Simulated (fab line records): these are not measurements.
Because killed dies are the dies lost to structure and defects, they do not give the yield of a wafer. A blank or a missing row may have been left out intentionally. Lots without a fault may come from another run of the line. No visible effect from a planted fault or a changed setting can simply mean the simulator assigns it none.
One fault seen from 2 desks ; flow sky130 ; what lay behind the numbers comes last; until then each desk has only its own

AT THE METROLOGY DESK
Means of the sampled wafers that have a number, per lot and without regard to the tool the lot ran on: this is what the gauges read. If a lot's mean is further than 4 standard deviations from the usual mean, the lot is out of limits and carries the mark OUT (the distance appears in the brackets).
Columns: A = VIA2_HDPCVD_THK at SKY_VIA2_THK_MEAS_01, usual 1181 nm; B = CAPM_CVD_00_THK at SKY_CAPM_THK_MEAS_01, usual 15.47 nm
lot;first seen here;A;B
L725;day 35 18:18;1180;15.45
L729;day 36 11:01;1166;15.47
L731;day 37 01:08;1180;15.75
L733;day 37 19:24;1195;15.32
L735;day 38 09:24;1181;13.44 (-7.5) OUT
L736;day 38 14:07;1192;13.45 (-7.5) OUT
L737;day 38 20:46;1180;15.50
L738;day 39 10:07;1173;13.76 (-6.3) OUT
L744;day 41 05:40;1173;15.76
L745;day 41 12:43;1189;15.61
L746;day 42 03:59;1173;15.29
This desk's finding: out of limits on L735, L736, L738; first on L735, day 39 11:54 (CAPM_CVD_00_THK at SKY_CAPM_THK_MEAS_01). L725, L729, L731, L733, L737, L744, L745, L746 stayed within limits.

AT THE TOOL OWNER'S DESK: pecvd-04
The tool's own readings at SKY_CAPM_CVD_00 (deposits SiO2, target thk 15.5 nm): means of the sampled wafers that have a number, for each lot that ran on this tool. If a lot's mean is further than 4 standard deviations from the usual mean, the lot is out of limits and carries the mark OUT (the distance appears in the brackets).
Columns: A = heater_power_w at SKY_CAPM_CVD_00, usual 718 W; B = susceptor_temp_C at SKY_CAPM_CVD_00, usual 400.01 C
lot;first seen here;A;B
L729;day 37 15:13;767;400.03
L731;day 38 04:55;748;400.15
L735;day 39 11:52;707;399.96
L736;day 39 17:13;728;400.06
L738;day 40 11:46;623;400.32
Result from this desk: across the 5 lots, nothing is out of limits.

BROUGHT TOGETHER
At day 39 11:54 the metrology desk could have sounded an alarm, on L735, L736, L738.
Nothing out of limits was seen by the tool owner's desk.
Tool owner's desk: L735, L736, L738 on record, inside its limits.
The lots listed all ran SKY_CAPM_CVD_00 on pecvd-04.

WHAT WAS PUT IN BY THE SIMULATOR
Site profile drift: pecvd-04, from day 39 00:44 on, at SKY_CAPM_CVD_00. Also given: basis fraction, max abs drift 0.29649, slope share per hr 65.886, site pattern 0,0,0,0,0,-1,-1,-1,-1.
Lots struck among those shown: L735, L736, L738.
Hours from the fault's start to each desk's first reading out of limits: the metrology desk, 11.
